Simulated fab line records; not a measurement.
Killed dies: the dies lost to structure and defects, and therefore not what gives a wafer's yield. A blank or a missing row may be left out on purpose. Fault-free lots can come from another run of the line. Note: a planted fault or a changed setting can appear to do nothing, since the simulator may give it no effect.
fab line records + flow sfq_line
record
- lots=7
- wafers=21
- last_day=86
route steps=325 shown I4@174 JJ@178
lots untouched by any fault: they come from a run of this same line in which no faults occurred
start_h: start of the lot's first displayed wafer, in hours after the record's first day + wait_h: hours since the lot's step before + " same as the row above + L1.1+2: a row that stands for several wafers + - no value present, or no start provided + * or withheld: withheld + < > ~ a bound
route shown NAME@n: names a module that has steps shown in the file, with the first one's number in the route + usual: mean/standard deviation of fault-free wafers + same: alike in all rows + chamber/n: place in a boat + sites: readings site by site + _std_site: how widely they spread, as a standard deviation + _edge_site: the outer-site mean with the inner-site mean subtracted + radius_mm: how far each site lies from the wafer's centre + mask NAME#n: copy n + behind: tool/chamber where the wafer was last shaped + hold: the reason the lot was held/the length of the hold in hours/how it ended + device: names the non-switching transistor (n, p or np) + end of line: the tests these same wafers got at the end of their route + a step without rows: its recipe alone + killed: dies that structure and defects cost at the first sort, which is not the same as the wafer's yield + map: a wafer's dies, marking killed ones x, the rest . and places with no die _
set.NAME: the setting that was run; set.NAME@STEP: the one run at that earlier step + model.NAME: the simulator's own value behind a step, which no gauge read
lots at some steps of the route; a table a step, a row a wafer
services: when a tool's chamber went out of use (start_h, in hours from the record's first day, below 0 if earlier), for how many hours, and the reason
## steps
# step SFQ_TRILAYER_I4_VIA_BARC_OPEN_VIA_ETCH_146
# recipe
- mask_material=PR
- chemistry=O2
- target_depth_nm=125
- target=BARC
- source_w=500
- bias_w=80
- pressure_mtorr=30
- time_s=41.7
# usual
- drypump_motor_current_A=6.0/0.35
- oes_product_au=0.685/0.0045
| lot.wafer | tool        | chamber | start_h | wait_h | drypump_motor_current_A | oes_product_au | rf_hours_counter_h |
|-----------|-------------|---------|---------|--------|-------------------------|----------------|--------------------|
| L240.2    | rie_diel-03 | 2       | 1184.13 | 0.0    | 5.8                     | 0.692          | 4                  |
| L240.3    | "           | 1       | "       | "      | 6.2                     | 0.678          | 11                 |
| L240.5    | "           | 1       | "       | "      | 6.2                     | 0.685          | -                  |
| L242.4    | rie_diel-01 | 2       | 1257.93 | 0.0    | 5.5                     | 0.679          | 6                  |
| L242.5    | "           | 1       | "       | "      | 6.3                     | 0.691          | -                  |
| L242.6    | "           | 0       | "       | "      | 6.7                     | 0.683          | -                  |
| L244.2    | rie_diel-04 | 3       | 1262.73 | 0.0    | 5.9                     | 0.686          | 14                 |
| L244.4    | "           | 0       | "       | "      | 6.2                     | 0.681          | 7                  |
| L244.5    | "           | 2       | "       | "      | 5.9                     | 0.685          | -                  |
| L247.1    | rie_diel-04 | 2       | 1292.73 | 0.0    | 5.9                     | 0.679          | 14                 |
| L247.3    | "           | 0       | "       | "      | 6.2                     | 0.685          | 8                  |
| L247.6    | "           | 3       | "       | "      | 5.9                     | 0.688          | -                  |
| L249.1    | rie_diel-01 | 2       | 1299.93 | 0.0    | 5.5                     | 0.694          | 7                  |
| L249.2    | "           | 0       | "       | "      | 6.7                     | 0.684          | 8                  |
| L249.3    | "           | 3       | "       | "      | 5.8                     | 0.681          | 12                 |
| L255.1    | rie_diel-03 | 1       | 1322.65 | 0.0    | 6.2                     | 0.689          | 14                 |
| L255.2    | "           | 3       | "       | "      | 6.3                     | 0.682          | 12                 |
| L255.4    | "           | 2       | "       | "      | 5.8                     | 0.690          | 7                  |
| L256.1    | rie_diel-03 | 1       | 1326.25 | 0.0    | 6.2                     | 0.683          | 14                 |
| L256.2    | "           | 3       | "       | "      | 6.3                     | 0.691          | 12                 |
| L256.3    | "           | 2       | "       | "      | 5.8                     | 0.682          | 7                  |
# step SFQ_TRILAYER_I4_VIA_ETCH_VIA_ETCH_106
# recipe
- target=SiO2
- stop_on=Nb
- mask_material=PR
- taper_deg=20
- chemistry=CHF3
- target_depth_nm=260
- source_w=500
- bias_w=80
- pressure_mtorr=30
- time_s=withheld
# usual
- drypump_motor_current_A=6.0/0.35
- oes_product_au=0.853/0.0054
| lot.wafer | tool        | chamber | start_h | wait_h | drypump_motor_current_A | oes_product_au |
|-----------|-------------|---------|---------|--------|-------------------------|----------------|
| L240.2    | rie_diel-03 | 2       | 1184.17 | 0.0    | 5.8                     | 0.855          |
| L240.3    | "           | 1       | "       | "      | 6.2                     | 0.849          |
| L240.5    | "           | 1       | "       | "      | 6.2                     | 0.850          |
| L242.4    | rie_diel-01 | 2       | 1257.97 | 0.0    | 5.4                     | 0.845          |
| L242.5    | "           | 1       | "       | "      | 6.3                     | 0.844          |
| L242.6    | "           | 0       | "       | "      | 6.7                     | 0.859          |
| L244.2    | rie_diel-04 | 3       | 1262.77 | 0.0    | 5.9                     | 0.847          |
| L244.4    | "           | 0       | "       | "      | 6.2                     | 0.851          |
| L244.5    | "           | 2       | "       | "      | 6.0                     | 0.851          |
| L247.1    | rie_diel-04 | 2       | 1292.77 | 0.0    | 5.9                     | 0.857          |
| L247.3    | "           | 0       | "       | "      | 6.2                     | 0.854          |
| L247.6    | "           | 3       | "       | "      | 5.9                     | 0.845          |
| L249.1    | rie_diel-01 | 2       | 1299.97 | 0.0    | 5.5                     | 0.852          |
| L249.2    | "           | 0       | "       | "      | 6.8                     | 0.852          |
| L249.3    | "           | 3       | "       | "      | 5.8                     | 0.856          |
| L255.1    | rie_diel-03 | 1       | 1322.69 | 0.0    | 6.2                     | 0.858          |
| L255.2    | "           | 3       | "       | "      | 6.3                     | 0.850          |
| L255.4    | "           | 2       | "       | "      | 5.8                     | 0.849          |
| L256.1    | rie_diel-03 | 1       | 1326.29 | 0.0    | 6.2                     | 0.852          |
| L256.2    | "           | 3       | "       | "      | 6.3                     | 0.846          |
| L256.3    | "           | 2       | "       | "      | 5.8                     | 0.854          |
# step SFQ_TRILAYER_I4_VIA_STRIP_STRIP_107
# recipe
- gas=O2
- power_w=200
- platen_temp_c=40
- overash_fraction=0.65
- chemistry=O2
- pressure_mtorr=50
# usual
- drypump_motor_current_A=5.8/0.63
- oes_product_au=1.001/0.008
- platen_temp_c=39.99/0.11
| lot.wafer | tool         | chamber | start_h | wait_h | drypump_motor_current_A | oes_product_au | platen_temp_c | rf_hours_counter_h |
|-----------|--------------|---------|---------|--------|-------------------------|----------------|---------------|--------------------|
| L240.2    | rie_metal-04 | 0       | 1184.28 | -      | 4.8                     | 1.012          | 40.00         | 29                 |
| L240.3    | "            | 1       | "       | "      | 5.8                     | 1.007          | 40.09         | -                  |
| L240.5    | "            | 1       | "       | "      | 5.8                     | 0.994          | 39.97         | -                  |
| L242.4    | rie_metal-04 | 1       | 1258.28 | -      | 5.7                     | 0.998          | 40.06         | -                  |
| L242.5    | "            | 0       | "       | "      | 4.8                     | 1.002          | 40.07         | -                  |
| L242.6    | "            | 1       | "       | "      | 5.8                     | 0.987          | 40.11         | -                  |
| L244.2    | rie_metal-03 | 0       | 1262.88 | -      | 6.6                     | 1.008          | 39.87         | 112                |
| L244.4    | "            | 1       | "       | "      | 6.1                     | 0.985          | 40.17         | -                  |
| L244.5    | "            | 1       | "       | "      | 6.1                     | 0.994          | 40.03         | -                  |
| L247.1    | rie_metal-01 | 0       | 1292.88 | -      | 5.3                     | 1.007          | 40.00         | 78                 |
| L247.3    | "            | 0       | "       | "      | 5.3                     | 1.009          | 40.09         | -                  |
| L247.6    | "            | 1       | "       | "      | 6.2                     | 1.015          | 40.30         | -                  |
| L249.1    | rie_metal-04 | 0       | 1300.08 | -      | 4.8                     | 0.992          | 40.18         | 48                 |
| L249.2    | "            | 1       | "       | "      | 5.8                     | 1.002          | 40.12         | 43                 |
| L249.3    | "            | 0       | "       | "      | 4.8                     | 0.991          | 40.14         | -                  |
| L255.1    | rie_metal-04 | 1       | 1322.81 | -      | 5.8                     | 0.993          | 40.09         | 47                 |
| L255.2    | "            | 0       | "       | "      | 4.8                     | 1.017          | 40.02         | 52                 |
| L255.4    | "            | 0       | "       | "      | 4.8                     | 1.009          | 40.02         | -                  |
| L256.1    | rie_metal-03 | 1       | 1326.41 | -      | 6.1                     | 1.001          | 39.71         | 131                |
| L256.2    | "            | 0       | "       | "      | 6.6                     | 1.012          | 39.94         | 122                |
| L256.3    | "            | 1       | "       | "      | 6.1                     | 1.006          | 39.92         | -                  |
# step SFQ_TRILAYER_I4_VIA_STRIP_SOLV_CLEAN_108
# recipe
- chemistry=NMP
- temp_c=70
- time_s=600
# step SFQ_TRILAYER_JJ_TRILAYER_DEP_PRE_CLEAN_113
# recipe
- gas=Ar
- time_s=22.5
- bias_v=250
# step SFQ_TRILAYER_JJ_TRILAYER_DEP_SPUTTER_109
# recipe
- material=Nb
- base_pressure_pa=1.33e-06
- chamber_pressure_pa=0.1333
- substrate_temp_c=20
- target_thk_nm=150
- power_w=2000
- time_s=100
# step SFQ_TRILAYER_JJ_TRILAYER_DEP_SPUTTER_110
# recipe
- material=Al
- base_pressure_pa=1.33e-06
- target_thk_nm=8
- power_w=500
- time_s=10.16
- chamber_pressure_pa=0.4
# usual
- base_pressure_pa=1.33e-06/7.3e-08
- chamber_pressure_pa=0.4000/0.00078
- throttle_valve_pct=29.5/1.2
| lot.wafer | tool           | chamber | start_h | wait_h | base_pressure_pa | chamber_pressure_pa | throttle_valve_pct |
|-----------|----------------|---------|---------|--------|------------------|---------------------|--------------------|
| L240.2    | pvd_sputter-04 | -       | 1185.15 | 0.0    | 1.35e-06         | 0.3990              | 28.8               |
| L240.3    | "              | -       | "       | "      | 1.41e-06         | 0.4003              | 30.5               |
| L240.5    | "              | -       | "       | "      | 1.25e-06         | 0.4002              | 29.0               |
| L242.4    | pvd_sputter-06 | -       | 1258.96 | 0.0    | 1.32e-06         | 0.4003              | 30.4               |
| L242.5    | "              | -       | "       | "      | 1.32e-06         | 0.3997              | 28.0               |
| L242.6    | "              | -       | "       | "      | 1.23e-06         | 0.4004              | 30.5               |
| L244.2    | pvd_sputter-03 | -       | 1263.76 | 0.0    | 1.3e-06          | 0.4000              | 30.3               |
| L244.4    | "              | -       | "       | "      | 1.2e-06          | 0.3999              | 27.8               |
| L244.5    | "              | -       | "       | "      | 1.3e-06          | 0.3998              | 27.7               |
| L247.1    | pvd_sputter-03 | -       | 1293.76 | 0.0    | 1.25e-06         | 0.4009              | 30.2               |
| L247.3    | "              | -       | "       | "      | 1.38e-06         | 0.3991              | 29.9               |
| L247.6    | "              | -       | "       | "      | 1.36e-06         | 0.3985              | 27.4               |
| L249.1    | pvd_sputter-03 | -       | 1300.96 | 0.0    | 1.32e-06         | 0.3994              | 27.5               |
| L249.2    | "              | -       | "       | "      | 1.36e-06         | 0.3996              | 31.4               |
| L249.3    | "              | -       | "       | "      | 1.37e-06         | 0.4014              | 29.7               |
| L255.1    | pvd_sputter-03 | -       | 1323.68 | 0.0    | 1.4e-06          | 0.4007              | 29.6               |
| L255.2    | "              | -       | "       | "      | 1.38e-06         | 0.4007              | 30.1               |
| L255.4    | "              | -       | "       | "      | 1.32e-06         | 0.3991              | 31.3               |
| L256.1    | pvd_sputter-06 | -       | 1327.28 | 0.0    | 1.28e-06         | 0.4011              | 30.3               |
| L256.2    | "              | -       | "       | "      | 1.2e-06          | 0.3999              | 28.0               |
| L256.3    | "              | -       | "       | "      | 1.32e-06         | 0.3990              | 29.3               |
# step SFQ_TRILAYER_JJ_TRILAYER_DEP_AL_OXIDATION_111
# recipe
- pressure_mbar=0.014667
- oxidation_time_s=600
- temperature_k=293
# step SFQ_TRILAYER_JJ_TRILAYER_DEP_SPUTTER_112
# recipe
- material=Nb
- base_pressure_pa=1.33e-06
- chamber_pressure_pa=0.1333
- substrate_temp_c=20
- target_thk_nm=170
- power_w=2000
- time_s=113.3
# usual
- base_pressure_pa=1.33e-06/9.2e-08
- chamber_pressure_pa=0.1333/0.00026
- throttle_valve_pct=29.5/1.2
| lot.wafer | tool           | chamber | start_h | wait_h | base_pressure_pa | chamber_pressure_pa | throttle_valve_pct |
|-----------|----------------|---------|---------|--------|------------------|---------------------|--------------------|
| L240.2    | pvd_sputter-04 | -       | 1186.18 | 0.5    | 1.24e-06         | 0.13334             | 28.9               |
| L240.3    | "              | -       | "       | "      | 9.3e-07          | 0.13328             | 30.6               |
| L240.5    | "              | -       | "       | "      | 1.22e-06         | 0.13333             | 29.0               |
| L242.4    | pvd_sputter-06 | -       | 1259.98 | 0.5    | 1.2e-06          | 0.13329             | 30.4               |
| L242.5    | "              | -       | "       | "      | 1.25e-06         | 0.13355             | 27.8               |
| L242.6    | "              | -       | "       | "      | 1.34e-06         | 0.13319             | 30.2               |
| L244.2    | pvd_sputter-03 | -       | 1264.78 | 0.5    | 1.29e-06         | 0.13304             | 29.7               |
| L244.4    | "              | -       | "       | "      | 1.28e-06         | 0.13344             | 27.5               |
| L244.5    | "              | -       | "       | "      | 1.21e-06         | 0.13343             | 27.7               |
| L247.1    | pvd_sputter-03 | -       | 1294.78 | 0.5    | 1.41e-06         | 0.13359             | 30.0               |
| L247.3    | "              | -       | "       | "      | 1.34e-06         | 0.13341             | 30.0               |
| L247.6    | "              | -       | "       | "      | 1.16e-06         | 0.13276             | 27.5               |
| L249.1    | pvd_sputter-03 | -       | 1301.98 | 0.5    | 1.44e-06         | 0.13359             | 27.8               |
| L249.2    | "              | -       | "       | "      | 1.27e-06         | 0.13329             | 31.2               |
| L249.3    | "              | -       | "       | "      | 1.38e-06         | 0.13312             | 29.8               |
| L255.1    | pvd_sputter-03 | -       | 1324.70 | 0.5    | 1.29e-06         | 0.13314             | 29.7               |
| L255.2    | "              | -       | "       | "      | 1.36e-06         | 0.13323             | 30.0               |
| L255.4    | "              | -       | "       | "      | 1.31e-06         | 0.13271             | 31.5               |
| L256.1    | pvd_sputter-06 | -       | 1328.30 | 0.5    | 1.41e-06         | 0.13314             | 30.3               |
| L256.2    | "              | -       | "       | "      | 1.45e-06         | 0.13353             | 27.9               |
| L256.3    | "              | -       | "       | "      | 1.25e-06         | 0.13334             | 29.3               |
# step SFQ_JJ_RS_MEAS_929
# recipe
- thk_meas_gauge=four-point-probe
- reads=Nb_of_TRILAYER_JJ_TRILAYER_DEP_SPUTTER_112
# usual
- JJ_NB_RS=1.045/0.0096
| lot.wafer | tool          | chamber | start_h | wait_h | JJ_NB_RS[ohm/sq] |
|-----------|---------------|---------|---------|--------|------------------|
| L240.2    | film_metro-03 | -       | 1186.28 | 0.1    | 1.056            |
| L240.3    | "             | -       | "       | "      | 1.047            |
| L240.5    | "             | -       | "       | "      | 1.053            |
| L242.4    | film_metro-03 | -       | 1260.12 | 0.1    | 1.037            |
| L242.5    | "             | -       | "       | "      | 1.040            |
| L242.6    | "             | -       | "       | "      | 1.036            |
| L244.2    | film_metro-02 | -       | 1264.88 | 0.1    | 1.053            |
| L244.4    | "             | -       | "       | "      | 1.051            |
| L244.5    | "             | -       | "       | "      | 1.050            |
| L247.1    | film_metro-03 | -       | 1294.86 | 0.0    | 1.045            |
| L247.3    | "             | -       | "       | "      | 1.049            |
| L247.6    | "             | -       | "       | "      | 1.035            |
| L249.1    | film_metro-02 | -       | 1302.06 | 0.0    | 1.042            |
| L249.2    | "             | -       | "       | "      | 1.049            |
| L249.3    | "             | -       | "       | "      | 1.048            |
| L255.1    | film_metro-03 | -       | 1324.78 | 0.0    | 1.042            |
| L255.2    | "             | -       | "       | "      | 1.042            |
| L255.4    | "             | -       | "       | "      | 1.042            |
| L256.1    | film_metro-03 | -       | 1328.38 | 0.0    | 1.038            |
| L256.2    | "             | -       | "       | "      | 1.047            |
| L256.3    | "             | -       | "       | "      | 1.043            |
# step SFQ_TRILAYER_JJ_CE_LITHO_COAT_119
# recipe
- resist=BARC
- spin_rpm=3000
- resist_thk_nm=62
# step SFQ_TRILAYER_JJ_CE_LITHO_COAT_114
# recipe
- resist=KrF
- spin_rpm=3000
- resist_thk_nm=600
| lot.wafer | tool           | chamber | start_h | wait_h | model.KrF_of_TRILAYER_JJ_CE_LITHO_COAT_114.thk_nm |
|-----------|----------------|---------|---------|--------|---------------------------------------------------|
| L240.2    | litho_track-02 | 0       | 1186.79 | 0.2    | 599                                               |
| L240.3    | "              | 0       | "       | "      | 599.1                                             |
| L240.5    | "              | 0       | "       | "      | 600.9                                             |
| L242.4+5  | litho_track-02 | 0       | 1260.69 | 0.2    | 598.5                                             |
| L242.6    | "              | 0       | "       | "      | 600.6                                             |
| L244.2    | litho_track-02 | 0       | 1265.39 | 0.2    | 615.8                                             |
| L244.4    | "              | 0       | "       | "      | 616.9                                             |
| L244.5    | "              | 0       | "       | "      | 614.9                                             |
| L247.1    | litho_track-02 | 0       | 1295.34 | 0.2    | 614.8                                             |
| L247.3    | "              | 0       | "       | "      | 614.2                                             |
| L247.6    | "              | 0       | "       | "      | 613.4                                             |
| L249.1    | litho_track-02 | 0       | 1302.54 | 0.2    | 613.8                                             |
| L249.2    | "              | 0       | "       | "      | 613.4                                             |
| L249.3    | "              | 0       | "       | "      | 612.6                                             |
| L255.1    | litho_track-04 | 0       | 1325.26 | 0.2    | 601.4                                             |
| L255.2    | "              | 0       | "       | "      | 598.2                                             |
| L255.4    | "              | 0       | "       | "      | 599.8                                             |
| L256.1    | litho_track-04 | 0       | 1328.86 | 0.2    | 600.8                                             |
| L256.2    | "              | 0       | "       | "      | 600.9                                             |
| L256.3    | "              | 0       | "       | "      | 601.6                                             |
# step SFQ_TRILAYER_JJ_CE_LITHO_SOFTBAKE_118
# recipe
- temp_c=withheld
- time_s=withheld
- resist=KrF
# step SFQ_TRILAYER_JJ_CE_LITHO_EXPOSE_115
# recipe
- mask_id=J5
- na=0.6
- source_shape=conventional
- sigma_outer=0.65
- target_cd_nm=700
- dose_mj=14.4
# step SFQ_TRILAYER_JJ_CE_LITHO_PEB_117
# recipe
- peb_temp_c=115
- peb_time_s=60
- resist=KrF
# step SFQ_TRILAYER_JJ_CE_LITHO_DEVELOP_116
# recipe
- time_s=60
- resist=KrF
# step SFQ_JJ_OVL_MEAS_931
# usual
- J5_OVL=-3/6.3
| lot.wafer | tool       | chamber | start_h | wait_h | J5_OVL[nm] |
|-----------|------------|---------|---------|--------|------------|
| L240.2    | overlay-01 | -       | 1312.43 | 0.1    | -9         |
| L240.3    | "          | -       | "       | "      | -5         |
| L240.5    | "          | -       | "       | "      | -5         |
| L242.4    | overlay-02 | -       | 1368.36 | 0.1    | 2          |
| L242.5    | "          | -       | "       | "      | 4          |
| L242.6    | "          | -       | "       | "      | -2         |
| L244.2    | overlay-02 | -       | 1374.35 | 0.1    | 1          |
| L244.4    | "          | -       | "       | "      | 5          |
| L244.5    | "          | -       | "       | "      | -1         |
| L247.1    | overlay-01 | -       | 1413.94 | 0.1    | -11        |
| L247.3    | "          | -       | "       | "      | -11        |
| L247.6    | "          | -       | "       | "      | -12        |
| L249.1    | overlay-02 | -       | 1422.34 | 0.1    | -3         |
| L249.2    | "          | -       | "       | "      | 1          |
| L249.3    | "          | -       | "       | "      | -3         |
| L255.1    | overlay-02 | -       | 1458.26 | 0.1    | -6         |
| L255.2    | "          | -       | "       | "      | 2          |
| L255.4    | "          | -       | "       | "      | 1          |
| L256.1    | overlay-01 | -       | 1461.86 | 0.1    | -1         |
| L256.2    | "          | -       | "       | "      | -5         |
| L256.3    | "          | -       | "       | "      | -1         |
# step SFQ_TRILAYER_JJ_CE_METRO_MEASURE_117
# step SFQ_TRILAYER_JJ_CE_BARC_OPEN_RIE_150
# recipe
- mask_material=PR
- chemistry=O2
- target_depth_nm=240
- target=BARC
- icp_w=600
- bias_w=80
- pressure_mtorr=10
- time_s=80
# step SFQ_TRILAYER_JJ_CE_ETCH_RIE_118
# recipe
- target=Nb
- stop_on=Al2O3
- mask_material=PR
- taper_deg=13.257
- over_etch_frac=0.15
- time_s=97.7
- chemistry=SF6
- target_depth_nm=170
- icp_w=600
- bias_w=80
- pressure_mtorr=9.727
# usual
- drypump_motor_current_A=5.5/0.52
- oes_product_au=0.990/0.0066
# same
- over_etch_frac=0.15
| lot.wafer | tool         | chamber | start_h | wait_h | drypump_motor_current_A | oes_product_au | rf_hours_counter_h | model.KrF_of_TRILAYER_JJ_CE_LITHO_COAT_114.thk_nm |
|-----------|--------------|---------|---------|--------|-------------------------|----------------|--------------------|---------------------------------------------------|
| L240.2    | rie_metal-02 | 0       | 1313.76 | 0.1    | 6.1                     | 0.987          | 68                 | 477                                               |
| L240.3    | "            | 0       | "       | "      | 6.1                     | 0.980          | -                  | 477.1                                             |
| L240.5    | "            | 1       | "       | "      | 5.2                     | 0.980          | -                  | 479.1                                             |
| L242.4    | rie_metal-04 | 1       | 1369.71 | 0.1    | 5.8                     | 0.994          | -                  | 475.4                                             |
| L242.5    | "            | 1       | "       | "      | 5.8                     | 1.001          | -                  | 473.7                                             |
| L242.6    | "            | 0       | "       | "      | 4.8                     | 0.991          | -                  | 477.5                                             |
| L244.2    | rie_metal-02 | 0       | 1375.67 | 0.1    | 6.2                     | 0.983          | 74                 | 494.2                                             |
| L244.4    | "            | 0       | "       | "      | 6.1                     | 0.993          | -                  | 494.5                                             |
| L244.5    | "            | 1       | "       | "      | 5.2                     | 0.973          | -                  | 494.2                                             |
| L247.1    | rie_metal-02 | 1       | 1415.27 | 0.1    | 5.2                     | 0.989          | 53                 | 492.8                                             |
| L247.3    | "            | 1       | "       | "      | 5.2                     | 0.988          | -                  | 492                                               |
| L247.6    | "            | 1       | "       | "      | 5.2                     | 0.996          | -                  | 490.8                                             |
| L249.1    | rie_metal-02 | 1       | 1423.67 | 0.1    | 5.2                     | 0.986          | 54                 | 492.9                                             |
| L249.2    | "            | 0       | "       | "      | 6.1                     | 0.984          | 80                 | 490.8                                             |
| L249.3    | "            | 1       | "       | "      | 5.2                     | 0.984          | -                  | 491                                               |
| L255.1    | rie_metal-01 | 1       | 1459.58 | 0.1    | 6.2                     | 1.005          | 57                 | 476.6                                             |
| L255.2    | "            | 0       | "       | "      | 5.3                     | 0.992          | 101                | 474.5                                             |
| L255.4    | "            | 1       | "       | "      | 6.2                     | 0.990          | -                  | 476                                               |
| L256.1    | rie_metal-04 | 1       | 1463.18 | 0.1    | 5.7                     | 0.992          | 61                 | 478                                               |
| L256.2    | "            | 0       | "       | "      | 4.8                     | 0.986          | 73                 | 478.1                                             |
| L256.3    | "            | 0       | "       | "      | 4.8                     | 0.990          | -                  | 477.5                                             |
# step SFQ_TRILAYER_JJ_ANODIZE_ANODIZE_119
# recipe
- current_density_ma_cm2=withheld
- end_current_density_ma_cm2=withheld
- bath_temp_c=withheld
## services
| tool           | chamber | start_h | hours | kind   |
|----------------|---------|---------|-------|--------|
| rie_diel-01    | 1       | 1203.91 | 7.9   | repair |
| rie_metal-02   | 1       | 1203.92 | 48.4  | repair |
| pvd_sputter-06 | -       | 1224.93 | 2.0   | repair |
| rie_diel-04    | 2       | 1249.56 | 3.2   | repair |
| rie_metal-02   | -       | 1263.77 | 0.3   | repair |
| rie_diel-03    | 3       | 1286.65 | 4.7   | repair |
| pvd_sputter-06 | -       | 1289.49 | 1.0   | repair |
| rie_diel-01    | -       | 1306.09 | 0.4   | repair |
| rie_diel-03    | -       | 1315.88 | 0.8   | repair |
| rie_metal-04   | -       | 1325.86 | 1.9   | repair |
| rie_metal-04   | -       | 1330.58 | 2.8   | pm     |
| rie_diel-01    | 2       | 1335.10 | 6.5   | repair |
| rie_diel-01    | 1       | 1350.52 | 18.9  | repair |
| pvd_sputter-03 | -       | 1357.49 | 2.2   | repair |
| rie_diel-01    | -       | 1361.60 | 28.1  | pm     |
| rie_diel-04    | 1       | 1369.69 | 26.4  | repair |
| rie_diel-03    | 0       | 1375.03 | 11.3  | repair |
| rie_metal-04   | 1       | 1375.14 | 14.0  | repair |
| rie_diel-03    | 1       | 1376.75 | 3.2   | repair |
| rie_diel-04    | -       | 1377.93 | 28.1  | pm     |
| rie_metal-04   | -       | 1413.75 | 0.3   | repair |
| rie_diel-01    | 0       | 1414.00 | 9.1   | repair |
| rie_diel-01    | 1       | 1427.82 | 16.7  | repair |
| rie_diel-01    | 3       | 1451.57 | 8.1   | repair |
## key
first_sign none at tools or gauges
model_effect
- step=SFQ_TRILAYER_JJ_CE_LITHO_COAT_114
- value=KrF_of_TRILAYER_JJ_CE_LITHO_COAT_114.thk_nm
- without=600.7
- struck=614.4
model_effect
- step=SFQ_TRILAYER_JJ_CE_ETCH_RIE_118
- value=KrF_of_TRILAYER_JJ_CE_LITHO_COAT_114.thk_nm
- without=478.9
- struck=492.6
met_at SFQ_TRILAYER_JJ_CE_LITHO_COAT_114
struck_wafers L244.2,L244.4,L244.5,L247.1,L247.3,L247.6,L249.1,L249.2,L249.3
onset_between 1260.69 1265.39
fault
- kind=process_parameter_drift
- tool=litho_track-02
- chamber=-
- onset_h=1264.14
- steps=SFQ_TRILAYER_JJ_CE_LITHO_COAT_114
- channel=resist_thk_nm
- offset=13.663
- shape=step
- end_h=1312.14
- acts_in=these_recipes_only
- stated=600
